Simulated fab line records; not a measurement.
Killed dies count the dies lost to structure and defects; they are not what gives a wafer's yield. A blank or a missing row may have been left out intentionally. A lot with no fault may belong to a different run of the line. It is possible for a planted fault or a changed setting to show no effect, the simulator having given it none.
fab line records	flow gf180mcu
[record] lots = 24	wafers = 72	last-day = 34
route steps=602 shown HV_LDD@184 V1@350 V2@405 M3@423 V3@433 M4@458
lots that met no fault: from a run of the same line without faults
start-h: hours from the record's opening day to when the first of the lot's shown wafers began	wait-h: hours elapsed since this lot's preceding step	" the same as in the row above	L1.1+2: several wafers, shown together as one row	- no value, or no start was given	* or withheld: withheld	< > ~ a bound
route shown NAME@n: names a module that has steps shown in the file, with the first one's number in the route	usual: average and standard deviation across the fault-free wafers	same: alike in all rows	chamber/n: place in a boat	sites: the reading at each site	_std_site: the values' standard deviation	_edge_site: outer sites' mean less inner sites'	radius-mm: how far each site lies from the wafer's centre	mask NAME#n: copy n	behind: tool/chamber where the wafer was last shaped	hold: what put the lot on hold/how long, in hours/how the hold closed	device: transistor that didn't switch, given as n, p or np	end of line: the same wafers' tests at the end of the route	a step with no rows: only its recipe	killed: the dies lost at the first sort to structure and to defects; this is not the yield of the wafer	map: shows each die of a wafer: x if killed, . if not, _ if none is there
set.NAME: the setting the step ran with; set.NAME@STEP: the setting that earlier step ran with	model.NAME: the simulator's own value behind a step, which no gauge read
a sample of lots followed through the steps of the route, with each step as a table and each wafer as a row
services: a tool's chamber out of use, with start hour (start-h, from the record's first day; less than 0 if before it), hours out, and reason
[[steps]]
[step GF_HV_LDD_OVL_MEAS_08]
[usual] HV_LDD_OVL = -0.3/1.3
lot.wafer	tool	chamber	start-h	wait-h	HV_LDD_OVL[nm]
L074.2	overlay-01	-	215.39	0.1	-0.5
L074.4	"	-	"	"	0.7
L074.6	"	-	"	"	-0.2
L075.1	overlay-02	-	223.56	0.1	0.7
L075.2	"	-	"	"	0.5
L075.5	"	-	"	"	-1.0
L076.2	overlay-02	-	231.38	0.1	0.2
L076.5	"	-	"	"	1.4
L076.6	"	-	"	"	-1.2
L077.2	overlay-01	-	237.02	0.1	-1.1
L077.3	"	-	"	"	0.2
L077.6	"	-	"	"	-1.4
L078.1	overlay-02	-	243.37	0.1	-1.0
L078.2	"	-	"	"	-1.2
L078.5	"	-	"	"	-3.7
L079.2	overlay-01	-	251.18	0.1	-0.7
L079.5	"	-	"	"	-1.6
L079.6	"	-	"	"	-0.6
L080.1	overlay-02	-	258.82	0.1	-1.8
L080.2	"	-	"	"	-0.1
L080.6	"	-	"	"	-0.6
L081.1	overlay-02	-	266.53	0.1	-0.3
L081.4	"	-	"	"	0.1
L081.6	"	-	"	"	4.4
L082.3	overlay-01	-	275.48	0.1	-0.7
L082.4	"	-	"	"	-0.9
L082.5	"	-	"	"	-0.4
L083.1	overlay-02	-	282.87	0.1	-1.5
L083.2	"	-	"	"	2.0
L083.5	"	-	"	"	-0.2
L084.1	overlay-01	-	289.88	0.1	0.3
L084.3	"	-	"	"	-1.4
L084.4	"	-	"	"	-2.1
L085.3	overlay-01	-	292.64	0.1	-1.5
L085.5	"	-	"	"	1.0
L085.6	"	-	"	"	1.7
L086.1	overlay-01	-	300.11	0.1	-0.8
L086.3	"	-	"	"	1.1
L086.4	"	-	"	"	0.7
L087.3	overlay-01	-	312.58	0.1	2.0
L087.4	"	-	"	"	0.9
L087.5	"	-	"	"	1.9
L088.2	overlay-02	-	317.88	0.1	-1.7
L088.4	"	-	"	"	-2.8
L088.6	"	-	"	"	-1.8
L089.1	overlay-01	-	327.81	0.1	0.8
L089.2	"	-	"	"	1.0
L089.3	"	-	"	"	0.5
L090.2	overlay-01	-	333.77	0.1	0.7
L090.4	"	-	"	"	-0.5
L090.5	"	-	"	"	1.6
L091.1	overlay-01	-	341.78	0.1	0.5
L091.3	"	-	"	"	1.6
L091.5	"	-	"	"	-1.6
L092.1	overlay-01	-	350.12	0.1	-0.4
L092.2	"	-	"	"	0.1
L092.5	"	-	"	"	0.5
L093.1	overlay-02	-	354.43	0.1	0.1
L093.4	"	-	"	"	-0.6
L093.5	"	-	"	"	-2.6
L094.1	overlay-01	-	362.41	0.1	1.0
L094.2	"	-	"	"	-0.6
L094.3	"	-	"	"	-3.0
L095.1	overlay-02	-	370.93	0.1	-0.4
L095.3	"	-	"	"	-1.5
L095.6	"	-	"	"	-1.5
L096.3	overlay-01	-	377.28	0.1	-0.7
L096.4	"	-	"	"	1.4
L096.5	"	-	"	"	-2.0
L097.1	overlay-01	-	391.11	0.1	-2.2
L097.2	"	-	"	"	-3.1
L097.4	"	-	"	"	-0.4
[step GF_V1_OVL_MEAS_15]
[usual] V1_OVL = -2/5.3
lot.wafer	tool	chamber	start-h	wait-h	V1_OVL[nm]
L074.2	overlay-01	-	408.33	0.1	5
L074.4	"	-	"	"	1
L074.6	"	-	"	"	6
L075.1	overlay-02	-	416.52	0.1	1
L075.2	"	-	"	"	2
L075.5	"	-	"	"	-2
L076.2	overlay-02	-	429.13	0.1	-6
L076.5	"	-	"	"	-3
L076.6	"	-	"	"	-2
L077.2	overlay-01	-	439.28	0.1	-8
L077.3	"	-	"	"	-4
L077.6	"	-	"	"	-3
L078.1	overlay-02	-	446.52	0.1	1
L078.2	"	-	"	"	-2
L078.5	"	-	"	"	-4
L079.2	overlay-02	-	457.48	0.1	1
L079.5	"	-	"	"	3
L079.6	"	-	"	"	4
L080.1	overlay-01	-	467.92	0.1	-2
L080.2	"	-	"	"	1
L080.6	"	-	"	"	-6
L081.1	overlay-02	-	478.97	0.1	-5
L081.4	"	-	"	"	-16
L081.6	"	-	"	"	-5
L082.3	overlay-02	-	489.58	0.1	-1
L082.4	"	-	"	"	-4
L082.5	"	-	"	"	0
L083.1	overlay-02	-	496.47	0.1	-8
L083.2	"	-	"	"	-7
L083.5	"	-	"	"	1
L084.1	overlay-01	-	503.93	0.1	-1
L084.3	"	-	"	"	0
L084.4	"	-	"	"	-2
L085.3	overlay-01	-	509.18	0.1	-11
L085.5	"	-	"	"	-7
L085.6	"	-	"	"	-9
L086.1	overlay-01	-	517.87	0.1	1
L086.3	"	-	"	"	7
L086.4	"	-	"	"	7
L087.3	overlay-02	-	528.73	0.1	0
L087.4	"	-	"	"	11
L087.5	"	-	"	"	6
L088.2	overlay-01	-	538.13	0.1	-10
L088.4	"	-	"	"	-6
L088.6	"	-	"	"	-11
L089.1	overlay-01	-	548.11	0.1	-2
L089.2	"	-	"	"	-6
L089.3	"	-	"	"	-2
L090.2	overlay-01	-	551.58	0.1	-4
L090.4	"	-	"	"	-6
L090.5	"	-	"	"	-15
L091.1	overlay-01	-	560.93	0.1	0
L091.3	"	-	"	"	-3
L091.5	"	-	"	"	0
L092.1	overlay-02	-	567.62	0.1	-11
L092.2	"	-	"	"	0
L092.5	"	-	"	"	-8
L093.1	overlay-01	-	572.73	0.1	10
L093.4	"	-	"	"	-2
L093.5	"	-	"	"	7
L094.1	overlay-01	-	582.43	0.1	-3
L094.2	"	-	"	"	2
L094.3	"	-	"	"	-5
L095.1	overlay-01	-	590.38	0.1	-6
L095.3	"	-	"	"	-3
L095.6	"	-	"	"	-2
L096.3	overlay-02	-	594.88	0.1	4
L096.4	"	-	"	"	-1
L096.5	"	-	"	"	4
L097.1	overlay-02	-	607.53	0.1	-10
L097.2	"	-	"	"	2
L097.4	"	-	"	"	-3
[step GF_V2_CVD_23]
[recipe] material = W	target-thk-nm = 350	time-s = 104.94	temp-c = 400	pressure-torr = 40
[usual] heater-power-w = 810/96
lot.wafer	tool	chamber	start-h	wait-h	heater-power-w
L074.2	cvd-w-02	0	461.50	0.0	746
L074.4	"	0	"	"	725
L074.6	"	1	"	"	943
L075.1	cvd-w-02	1	469.02	0.0	911
L075.2	"	0	"	"	737
L075.5	"	1	"	"	924
L076.2	cvd-w-01	1	481.72	0.0	906
L076.5	"	1	"	"	862
L076.6	"	0	"	"	679
L077.2	cvd-w-02	0	490.93	0.0	741
L077.3	"	0	"	"	755
L077.6	"	1	"	"	901
L078.1	cvd-w-01	0	498.82	0.0	691
L078.2	"	1	"	"	901
L078.5	"	0	"	"	690
L079.2	cvd-w-01	1	509.26	0.0	878
L079.5	"	1	"	"	861
L079.6	"	0	"	"	686
L080.1	cvd-w-02	0	518.47	0.0	747
L080.2	"	1	"	"	923
L080.6	"	0	"	"	737
L081.1	cvd-w-02	1	529.07	0.0	908
L081.4	"	0	"	"	748
L081.6	"	1	"	"	903
L082.3	cvd-w-02	1	539.95	0.1	915
L082.4	"	0	"	"	732
L082.5	"	1	"	"	918
L083.1	cvd-w-02	0	546.56	0.0	740
L083.2	"	1	"	"	932
L083.5	"	0	"	"	733
L084.1	cvd-w-02	1	553.40	0.0	920
L084.3	"	1	"	"	889
L084.4	"	0	"	"	738
L085.3	cvd-w-02	0	558.05	0.1	732
L085.5	"	1	"	"	916
L085.6	"	0	"	"	751
L086.1	cvd-w-01	1	567.12	0.0	849
L086.3	"	0	"	"	690
L086.4	"	1	"	"	865
L087.3	cvd-w-01	0	577.53	0.1	689
L087.4	"	1	"	"	894
L087.5	"	1	"	"	888
L088.2	cvd-w-02	1	586.38	0.0	896
L088.4	"	1	"	"	913
L088.6	"	0	"	"	734
L089.1	cvd-w-02	0	594.86	0.0	758
L089.2	"	1	"	"	921
L089.3	"	1	"	"	920
L090.2	cvd-w-02	1	597.92	0.0	921
L090.4	"	1	"	"	901
L090.5	"	0	"	"	744
L091.1	cvd-w-01	1	607.85	0.0	894
L091.3	"	1	"	"	879
L091.5	"	0	"	"	686
L092.1	cvd-w-01	1	614.71	0.0	881
L092.2	"	0	"	"	681
L092.5	"	1	"	"	880
L093.1	cvd-w-02	1	618.93	0.0	939
L093.4	"	0	"	"	757
L093.5	"	0	"	"	737
L094.1	cvd-w-02	1	627.77	0.0	905
L094.2	"	0	"	"	733
L094.3	"	1	"	"	923
L095.1	cvd-w-01	1	635.02	0.0	877
L095.3	"	1	"	"	878
L095.6	"	1	"	"	869
L096.3	cvd-w-01	1	639.74	0.1	862
L096.4	"	0	"	"	694
L096.5	"	1	"	"	883
L097.1	cvd-w-02	1	650.72	0.0	929
L097.2	"	0	"	"	730
L097.4	"	1	"	"	905
[step GF_M3_CD_MEAS_14]
[recipe] target-cd-nm = 280
[usual] cd-nm = 280.2/1.4
lot.wafer	tool	chamber	start-h	wait-h	cd-nm
L074.2	cd-sem-01	-	485.77	0.1	280.0
L074.4	"	-	"	"	279.0
L074.6	"	-	"	"	279.0
L075.1	cd-sem-01	-	493.71	0.1	280.8
L075.2	"	-	"	"	281.9
L075.5	"	-	"	"	280.8
L076.2	cd-sem-02	-	506.21	0.1	281.6
L076.5	"	-	"	"	282.4
L076.6	"	-	"	"	282.5
L077.2	cd-sem-01	-	514.72	0.1	280.1
L077.3	"	-	"	"	280.0
L077.6	"	-	"	"	278.9
L078.1	cd-sem-02	-	522.85	0.1	278.1
L078.2	"	-	"	"	278.5
L078.5	"	-	"	"	279.6
L079.2	cd-sem-01	-	532.52	0.1	280.0
L079.5	"	-	"	"	279.1
L079.6	"	-	"	"	279.6
L080.1	cd-sem-01	-	541.86	0.1	280.9
L080.2	"	-	"	"	281.8
L080.6	"	-	"	"	282.1
L081.1	cd-sem-02	-	552.31	0.1	281.1
L081.4	"	-	"	"	280.2
L081.6	"	-	"	"	281.7
L082.3	cd-sem-01	-	563.20	0.1	281.5
L082.4	"	-	"	"	280.7
L082.5	"	-	"	"	281.5
L083.1	cd-sem-02	-	569.36	0.1	282.4
L083.2	"	-	"	"	281.4
L083.5	"	-	"	"	281.3
L084.1	cd-sem-01	-	576.16	0.1	280.1
L084.3	"	-	"	"	280.1
L084.4	"	-	"	"	280.8
L085.3	cd-sem-02	-	580.73	0.1	279.5
L085.5	"	-	"	"	278.1
L085.6	"	-	"	"	278.5
L086.1	cd-sem-02	-	589.01	0.1	281.3
L086.3	"	-	"	"	280.7
L086.4	"	-	"	"	282.0
L087.3	cd-sem-02	-	599.60	0.1	281.0
L087.4	"	-	"	"	279.3
L087.5	"	-	"	"	280.7
L088.2	cd-sem-01	-	607.87	0.1	278.1
L088.4	"	-	"	"	277.6
L088.6	"	-	"	"	277.7
L089.1	cd-sem-02	-	616.20	0.1	279.7
L089.2	"	-	"	"	279.1
L089.3	"	-	"	"	280.1
L090.2	cd-sem-01	-	619.12	0.1	281.2
L090.4	"	-	"	"	280.5
L090.5	"	-	"	"	278.9
L091.1	cd-sem-02	-	628.64	0.1	280.4
L091.3	"	-	"	"	280.4
L091.5	"	-	"	"	279.1
L092.1	cd-sem-02	-	635.74	0.1	279.1
L092.2	"	-	"	"	278.1
L092.5	"	-	"	"	278.8
L093.1	cd-sem-02	-	639.29	0.1	282.1
L093.4	"	-	"	"	282.0
L093.5	"	-	"	"	280.9
L094.1	cd-sem-01	-	648.79	0.1	280.4
L094.2	"	-	"	"	279.6
L094.3	"	-	"	"	280.8
L095.1	cd-sem-01	-	655.70	0.1	282.1
L095.3	"	-	"	"	280.7
L095.6	"	-	"	"	282.7
L096.3	cd-sem-02	-	659.69	0.1	280.0
L096.4	"	-	"	"	279.9
L096.5	"	-	"	"	279.6
L097.1	cd-sem-01	-	670.28	0.1	278.8
L097.2	"	-	"	"	279.6
L097.4	"	-	"	"	278.6
[step GF_V3_CMP_04]
[recipe] material = SiO2	down-force-psi = 4	platen-rpm = 60	pad-velocity-m-s = 0.94248
[usual] motor-current-A = 12.5/1.2	retaining-ring-pressure-frac = 1.001/0.0045	time-to-endpoint-s = 79/5.9
lot.wafer	tool	chamber	start-h	wait-h	motor-current-A	retaining-ring-pressure-frac	time-to-endpoint-s
L074.4	cmp-02	2	486.92	0.1	12.1	1.001	78
L074.2	"	3	"	"	14.9	1.004	76
L074.6	"	1	"	"	12.9	1.012	79
L075.1	cmp-02	2	494.88	0.1	13.0	0.998	65
L075.2	"	3	"	"	15.0	1.000	75
L075.5	"	0	"	"	11.6	1.009	77
L076.2	cmp-01	1	507.30	0.1	12.1	0.996	69
L076.6	"	0	"	"	12.1	1.006	88
L076.5	"	1	"	"	12.0	1.006	78
L077.3	cmp-02	2	515.82	0.1	11.8	0.999	88
L077.2	"	0	"	"	11.9	0.995	77
L077.6	"	2	"	"	12.5	0.995	85
L078.1	cmp-01	1	524.08	0.1	12.0	0.997	69
L078.2	"	3	"	"	11.5	1.002	70
L078.5	"	1	"	"	12.2	1.005	72
L079.2	cmp-02	0	533.65	0.1	11.9	0.997	77
L079.6	"	3	"	"	16.2	0.999	92
L079.5	"	0	"	"	12.4	1.001	80
L080.1	cmp-01	0	542.97	0.1	11.6	1.003	84
L080.2	"	2	"	"	11.4	0.995	74
L080.6	"	3	"	"	11.7	1.003	84
L081.4	cmp-01	1	553.40	0.0	12.1	1.003	83
L081.1	"	0	"	"	12.6	1.000	79
L081.6	"	1	"	"	11.5	1.005	81
L082.4	cmp-02	0	564.23	0.0	12.5	1.002	80
L082.3	"	2	"	"	11.9	0.999	71
L082.5	"	0	"	"	12.2	1.005	76
L083.1	cmp-02	3	570.46	0.1	15.2	0.992	83
L083.2	"	0	"	"	12.4	1.010	82
L083.5	"	0	"	"	12.0	1.009	83
L084.4	cmp-01	2	577.23	0.0	11.6	1.002	72
L084.1	"	3	"	"	11.7	1.000	80
L084.3	"	1	"	"	12.5	0.996	80
L085.3	cmp-01	0	581.87	0.0	12.0	0.995	83
L085.6	"	0	"	"	11.9	0.999	89
L085.5	"	1	"	"	11.6	0.994	76
L086.3	cmp-01	1	590.24	0.1	12.2	0.996	71
L086.4	"	2	"	"	10.5	1.006	78
L086.1	"	3	"	"	11.9	1.005	79
L087.4	cmp-02	3	600.68	0.0	15.2	1.005	86
L087.3	"	1	"	"	12.7	0.997	70
L087.5	"	0	"	"	12.2	1.004	71
L088.4	cmp-02	2	608.91	0.0	12.6	1.002	80
L088.2	"	1	"	"	12.2	0.999	71
L088.6	"	2	"	"	12.2	0.999	84
L089.2	cmp-02	3	617.27	0.0	14.9	1.002	83
L089.3	"	1	"	"	12.0	1.007	80
L089.1	"	2	"	"	11.7	1.006	82
L090.4	cmp-01	0	620.23	0.1	12.0	0.998	87
L090.2	"	1	"	"	12.3	0.996	74
L090.5	"	0	"	"	12.0	0.992	81
L091.1	cmp-02	2	629.70	0.1	11.7	0.996	79
L091.3	"	3	"	"	14.6	0.998	79
L091.5	"	2	"	"	11.7	1.004	80
L092.1	cmp-02	0	636.80	0.1	12.4	1.002	79
L092.2	"	2	"	"	11.9	1.000	75
L092.5	"	1	"	"	13.1	1.006	79
L093.4	cmp-01	2	640.40	0.1	11.2	1.001	81
L093.1	"	0	"	"	11.7	0.999	74
L093.5	"	2	"	"	11.7	0.999	73
L094.3	cmp-02	0	649.85	0.0	11.9	0.999	74
L094.2	"	1	"	"	13.2	1.001	71
L094.1	"	2	"	"	12.0	1.002	68
L095.3	cmp-01	0	656.76	0.0	11.7	0.996	81
L095.1	"	2	"	"	11.0	1.010	74
L095.6	"	0	"	"	12.2	0.999	89
L096.3	cmp-02	2	660.72	0.0	12.3	1.003	65
L096.4	"	1	"	"	12.7	0.994	75
L096.5	"	3	"	"	15.4	0.999	80
L097.1	cmp-01	0	671.35	0.1	12.1	1.002	84
L097.4	"	1	"	"	11.6	0.995	85
L097.2	"	3	"	"	11.2	1.000	81
[step GF_M4_SPUTTER_02]
[recipe] material = AlCu	target-thk-nm = 450	power-w = 10600	time-s = 23.9	chamber-pressure-pa = 0.4
[usual] throttle-valve-pct = 29.7/0.96
lot.wafer	tool	chamber	start-h	wait-h	throttle-valve-pct
L074.2	pvd-sputter-01	-	512.29	0.0	28.0
L074.4	"	-	"	"	30.5
L074.6	"	-	"	"	30.8
L075.1	pvd-sputter-03	-	520.04	0.0	31.3
L075.2	"	-	"	"	30.5
L075.5	"	-	"	"	31.6
L076.2	pvd-sputter-02	-	531.40	0.0	30.7
L076.5	"	-	"	"	30.7
L076.6	"	-	"	"	28.1
L077.2	pvd-sputter-01	-	541.20	0.0	30.6
L077.3	"	-	"	"	29.8
L077.6	"	-	"	"	28.4
L078.1	pvd-sputter-02	-	548.43	0.0	28.4
L078.2	"	-	"	"	29.3
L078.5	"	-	"	"	28.3
L079.2	pvd-sputter-01	-	558.00	0.0	29.4
L079.5	"	-	"	"	28.6
L079.6	"	-	"	"	29.4
L080.1	pvd-sputter-02	-	566.60	0.0	28.5
L080.2	"	-	"	"	28.4
L080.6	"	-	"	"	29.7
L081.1	pvd-sputter-03	-	576.86	0.0	30.5
L081.4	"	-	"	"	29.8
L081.6	"	-	"	"	30.6
L082.3	pvd-sputter-01	-	587.37	0.0	28.2
L082.4	"	-	"	"	30.6
L082.5	"	-	"	"	30.8
L083.1	pvd-sputter-01	-	593.86	0.0	29.7
L083.2	"	-	"	"	28.3
L083.5	"	-	"	"	29.8
L084.1	pvd-sputter-02	-	599.99	0.0	29.5
L084.3	"	-	"	"	30.7
L084.4	"	-	"	"	28.4
L085.3	pvd-sputter-01	-	605.06	0.0	30.9
L085.5	"	-	"	"	30.7
L085.6	"	-	"	"	29.5
L086.1	pvd-sputter-03	-	613.09	0.0	30.1
L086.3	"	-	"	"	30.7
L086.4	"	-	"	"	29.9
L087.3	pvd-sputter-03	-	623.35	0.0	30.7
L087.4	"	-	"	"	31.5
L087.5	"	-	"	"	31.4
L088.2	pvd-sputter-01	-	630.91	0.0	28.5
L088.4	"	-	"	"	30.1
L088.6	"	-	"	"	30.7
L089.1	pvd-sputter-02	-	639.45	0.0	28.3
L089.2	"	-	"	"	29.3
L089.3	"	-	"	"	28.3
L090.2	pvd-sputter-01	-	642.57	0.0	30.6
L090.4	"	-	"	"	30.0
L090.5	"	-	"	"	29.5
L091.1	pvd-sputter-01	-	651.08	0.0	28.3
L091.3	"	-	"	"	29.9
L091.5	"	-	"	"	30.0
L092.1	pvd-sputter-01	-	658.06	0.0	29.8
L092.2	"	-	"	"	28.2
L092.5	"	-	"	"	28.3
L093.1	pvd-sputter-01	-	661.66	0.0	29.8
L093.4	"	-	"	"	28.2
L093.5	"	-	"	"	28.2
L094.1	pvd-sputter-03	-	670.24	0.0	29.8
L094.2	"	-	"	"	29.4
L094.3	"	-	"	"	30.8
L095.1	pvd-sputter-01	-	677.24	0.0	29.9
L095.3	"	-	"	"	29.5
L095.6	"	-	"	"	29.4
L096.3	pvd-sputter-01	-	681.14	0.0	30.1
L096.4	"	-	"	"	29.8
L096.5	"	-	"	"	28.4
L097.1	pvd-sputter-01	-	694.11	0.0	28.4
L097.2	"	-	"	"	30.3
L097.4	"	-	"	"	29.5
[[services]]
tool	chamber	start-h	hours	kind
cvd-w-01	-	442.12	6.9	pm
cvd-w-02	-	447.56	0.6	repair
pvd-sputter-03	-	474.38	5.7	repair
cmp-01	-	478.38	0.2	repair
cmp-01	-	481.09	0.7	repair
pvd-sputter-01	-	494.22	2.5	repair
cmp-02	-	527.63	0.4	repair
cmp-01	-	546.60	1.9	repair
pvd-sputter-02	-	546.71	1.0	repair
cmp-02	-	572.00	4.0	pm
cmp-02	-	576.00	-	consumable-replace:conditioner
pvd-sputter-02	-	595.48	3.9	repair
cmp-02	-	597.70	0.7	repair
cmp-02	-	621.43	0.7	repair
cmp-02	-	621.44	0.7	repair
pvd-sputter-01	-	625.71	1.8	repair
cmp-01	-	636.80	0.5	repair
pvd-sputter-01	2	642.67	-	consumable-replace:kit
pvd-sputter-01	2	642.67	18.0	scheduled-down
pvd-sputter-01	2	642.67	18.0	vent-cycle
cvd-w-02	-	663.81	2.4	repair
cvd-w-01	0	673.52	2.6	repair
cmp-02	-	690.61	38.8	repair
cmp-01	-	690.67	2.4	repair
[[key]]
fault none
